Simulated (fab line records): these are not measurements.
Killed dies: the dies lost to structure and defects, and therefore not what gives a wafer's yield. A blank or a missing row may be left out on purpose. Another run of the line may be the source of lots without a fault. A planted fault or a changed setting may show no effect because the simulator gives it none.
2 desks, one fault -- flow sky130 -- only its own numbers are on each desk; what lay behind them is given at the end

AT THE TOOL OWNER'S DESK: lpcvd-01
The tool's own readings at SKY_POLY_GATE_CVD_00 (deposits poly-Si, target thk 180 nm, time 720 s): means of the sampled wafers that have a number, for each lot that ran on this tool. Any lot whose mean is over 4 standard deviations away from the usual mean is out of limits and marked OUT; that distance is given in the brackets.
Columns: A = pressure_mtorr at SKY_POLY_GATE_CVD_00, usual 200.0 mTorr; B = susceptor_temp_C at SKY_POLY_GATE_CVD_00, usual 620.0 C; C = zone_power_upper_pct at SKY_POLY_GATE_CVD_00, usual 9.0 %
lot,first seen here,A,B,C
L631,day 13 20:29,199.9,620.4,9.9
L632,day 14 23:29,200.6,620.3,9.9
L633,day 15 02:12,199.9,619.8,9.9
L634,day 15 03:53,200.2,620.1,9.9
L635,day 15 08:14,199.9,620.0,9.9
L637,day 15 21:08,199.9,619.4,9.9
L638,day 16 11:17,199.9,619.7,8.0
L642,day 17 10:35,199.8,619.6,7.9
L644,day 18 10:32,239.7 (+99 or more) OUT,620.3,9.9
L645,day 18 17:23,239.6 (+99 or more) OUT,620.1,10.0
L646,day 19 04:04,239.9 (+99 or more) OUT,620.1,10.1
L654,day 23 02:50,199.9,620.2,7.9
L653,day 23 04:38,200.3,620.4,8.0
Finding of this desk: L644, L645, L646 out of limits; the first was L644 at day 18 10:32, on pressure_mtorr at SKY_POLY_GATE_CVD_00. In limits: L631, L632, L633, L634, L635, L637, L638, L642, L654, L653.

THE METROLOGY DESK
What the gauges read for every lot (on any tool): the sampled wafers with a number, averaged. Any lot whose mean is over 4 standard deviations away from the usual mean is out of limits and marked OUT; that distance is given in the brackets.
Columns: A = PWDE_RS at SKY_NWELL_RS_MEAS_31, usual 5268 ohm/sq; B = cd_nm at SKY_VT_ADJUST_HVTP_CD_MEAS_07, usual 380.3 nm; C = POLY_GATE_CVD_00_THK at SKY_POLY_GATE_THK_MEAS_01, usual 181.9 nm; D = cd_nm at SKY_POLY_GATE_CD_MEAS_22, usual 150.5 nm
lot,first seen here,A,B,C,D
L631,day 5 08:39,5269,379.7,182.9,149.3
L632,day 6 07:04,5292,378.6,182.6,151.0
L633,day 6 07:28,5290,383.5,181.0,151.7
L634,day 6 08:21,5261,379.5,181.4,146.3
L635,day 6 11:37,5277,378.9,178.0,150.2
L637,day 6 20:05,5268,382.1,180.3,149.6
L638,day 7 06:11,5282,379.2,181.7,151.9
L642,day 7 21:42,5248,379.6,181.1,149.8
L644,day 8 13:47,5267,381.4,199.2 (+9.1) OUT,151.8
L645,day 8 18:33,5299,379.0,201.9 (+11) OUT,152.3
L646,day 9 00:12,5286,378.9,198.6 (+8.8) OUT,148.5
L653,day 11 23:58,5260,378.3,181.6,151.0
L654,day 12 00:18,5266,380.9,181.6,150.3
Per this desk, out of limits: L644, L645, L646; the first was L644, day 18 11:46 (POLY_GATE_CVD_00_THK at SKY_POLY_GATE_THK_MEAS_01). In limits: L631, L632, L633, L634, L635, L637, L638, L642, L653, L654.

PUT TOGETHER
On L644, L645, L646, at day 18 10:32, an alarm was possible from the tool owner's desk.
L644, L645, L646 would have let the metrology desk raise an alarm at day 18 11:46.
All the named lots went through SKY_POLY_GATE_CVD_00 on lpcvd-01.

WHAT THE SIMULATOR HAD PUT IN
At SKY_POLY_GATE_CVD_00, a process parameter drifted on lpcvd-01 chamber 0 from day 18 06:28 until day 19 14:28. From 200, the setting pressure_mtorr moved by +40.
Struck lots among those shown: L644, L645, L646.
Counting hours from when the fault started, the first reading out of limits came at 4 for the tool owner's desk and at 5 for the metrology desk.
